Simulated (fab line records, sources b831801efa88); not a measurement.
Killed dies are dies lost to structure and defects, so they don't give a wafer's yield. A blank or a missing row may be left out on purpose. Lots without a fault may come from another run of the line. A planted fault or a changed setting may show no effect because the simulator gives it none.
Which tool did it? | flow gf180mcu | 6 lots, 18 wafers sampled, at 4 steps of a route of 602

WHAT THE GAUGES READ, wafer by wafer
GF_HV_LDD_CD_MEAS_07: target cd 400 nm.
lot  | measured     | on        | cd_nm (nm)
L801 | day 11 07:16 | cd_sem-02 | 400.9 397.5 398.4
L807 | day 13 02:39 | cd_sem-02 | 400.8 399.7 400.3
L809 | day 13 15:09 | cd_sem-02 | 382.9 379.5 380.2 382.5 380.0 380.3
L811 | day 14 10:35 | cd_sem-01 | 400.0 401.0 399.2
L818 | day 15 20:28 | cd_sem-02 | 404.2 401.7 401.6
L821 | day 16 17:30 | cd_sem-02 | 396.6 399.7 398.8

WHICH TOOL RAN EACH LOT (tool, then ch and the chambers of the sampled wafers, then the start)
lot  | GF_STI_STRIP_15                     | GF_LVPWELL_STRIP_10                 | GF_HV_LDD_DEVELOP_06
L801 | plasma_asher-02 ch 0,1, day 2 18:10 | plasma_asher-02 ch 0,1, day 4 14:43 | litho_track-02 ch 0, day 11 07:07
L807 | plasma_asher-02 ch 0,1, day 3 23:41 | plasma_asher-02 ch 0,1, day 6 01:24 | litho_track-02 ch 0, day 13 02:30
L809 | plasma_asher-04 ch 0,1, day 4 10:13 | plasma_asher-01 ch 0,1, day 6 11:47 | litho_track-02 ch 0, day 13 15:00
L811 | plasma_asher-03 ch 0,1, day 4 22:56 | plasma_asher-01 ch 0,1, day 7 01:26 | litho_track-03 ch 0, day 14 10:26
L818 | plasma_asher-02 ch 0,1, day 6 09:18 | plasma_asher-03 ch 0,1, day 8 12:29 | litho_track-04 ch 0, day 15 20:19
L821 | plasma_asher-03 ch 0,1, day 7 00:08 | plasma_asher-03 ch 0, day 9 05:47   | litho_track-03 ch 0, day 16 17:22
- GF_STI_STRIP_15: strips in O2/N2.
- GF_LVPWELL_STRIP_10: strips in O2/N2.
- GF_HV_LDD_DEVELOP_06: develop time 60 s.

THE ANSWER, worked out from the rows above alone
Rule: what is usual is taken from the lots themselves. Put in order of their means at a reading, lots are off if they are a third of the lots or fewer, leave a main group of 4 or more, and stand apart from it by a gap of 3 or more times the standard deviation of the main group's means; of several such gaps the widest counts. A main group whose means are all the same, to the digits that the tables above print for the reading, isn't used. A lot without any number at a reading at which 4 lots or more have one is off too. The other lots that the step has rows for count as sound.
Off: L809, at GF_HV_LDD_CD_MEAS_07 (cd_nm). The main group: mean 400.0 nm, standard deviation 1.4.
A tool fits if, at a process step before that reading, it ran every lot that is off, and no sound lot after the first of them. The gauges at GF_HV_LDD_CD_MEAS_07 are tried like those tools. Can't be told from this: 2 tools fit, plasma_asher-04 at GF_STI_STRIP_15, litho_track-02 at GF_HV_LDD_DEVELOP_06.

WHAT THE SIMULATOR HAD PUT IN
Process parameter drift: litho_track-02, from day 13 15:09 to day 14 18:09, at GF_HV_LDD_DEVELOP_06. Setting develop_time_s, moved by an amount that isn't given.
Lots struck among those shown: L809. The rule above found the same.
